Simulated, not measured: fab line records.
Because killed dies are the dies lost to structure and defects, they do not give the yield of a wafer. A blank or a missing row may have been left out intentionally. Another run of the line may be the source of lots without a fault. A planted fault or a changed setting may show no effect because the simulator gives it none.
Code-filled problem report in 8D (eight disciplines) form || flow gf180mcu || the parts of the form that need people (team, actions taken, sign-off) are left out

1. WHAT WENT WRONG
run length s at GF_SALICIDE_RTA_08 reads a mean of 95.2 s on 6 wafers of 2 lots; wafers without a fault read 58.8 s with a standard deviation of 0.45. Measured from the usual mean, that is +81 standard deviations.
The step: time 30 s.
Earliest sighting: wafer L106.1 on rtp anneal-02 at day 18 20:01. The record has a number at this step for 42 wafers belonging to 14 lots. The rule behind "out" and "out of limits": a value lying over 4 standard deviations away from the usual mean. All remaining wafers that have a number are taken as sound.

2. WHAT IT IS AND WHAT IT IS NOT
{"question": "which readings at this step", "is": "run length s", "is not": "lamp power pct, wafer_temp_C_max"}
{"question": "which lots", "is": "L106, L107", "is not": "L100, L102, L103, L104, L105, L108, L109, L116, L118, L119, L998, L999"}
{"question": "which wafers of those lots", "is": "all that have a number", "is not": "-"}
{"question": "read on which tools", "is": "rtp anneal-02", "is not": "rtp anneal-01"}
{"question": "when", "is": "from day 18 20:01", "is not": "up to then (21 sound wafers); but 15 sound wafers of L108, L109, L116, L118, L119 came after"}

3. WHAT RULES OUT EACH SUSPECT
Counting: a tool stays on the suspect list if, at a process step up to the reading, it processed all lots that are out and no sound lot following the first of them.
- rtp anneal-02 at GF_SALICIDE_RTA_08 (time 30 s): ruled out as a lasting fault. Following L106 (day 18 20:01), the first lot on it that is out, the sound lots L116, L118, L119 were run on it.
Left after counting: nothing in the record.

4. THE CAUSE (what the simulator had put in)
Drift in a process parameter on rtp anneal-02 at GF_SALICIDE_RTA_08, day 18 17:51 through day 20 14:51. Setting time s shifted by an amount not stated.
Counting ruled it out, wrongly.

5. SEQUENCE OF EFFECTS, ordered by route
Rows list readings where the struck wafers' mean (over those with a number) sits beyond 3 standard deviations from the usual. Readings are gone through only where the record gives a usual standard deviation; hours: the median, over the lots, of the time from a lot's start at the first step in this table giving one to that lot's start at this step; sigmas: the change measured in usual standard deviations.
{"hours": 0, "step": "GF_SALICIDE_RTA_08", "reading": "run length s", "usual": "58.8 s", "on struck wafers": 95.2, "change": "+36.4", "sigmas": "+81"}
Its process steps:
- GF_SALICIDE_RTA_08: time 30 s.
Later measuring or inspecting steps at which every struck wafer that the step has a row for has a number for every such reading, and none has moved that far: GF_V2_THK_MEAS_01.

6. WHAT WOULD HAVE CAUGHT IT SOONER
In this record no reading fell out of limits until day 18 20:01, 2 hours after the fault had begun at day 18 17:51.
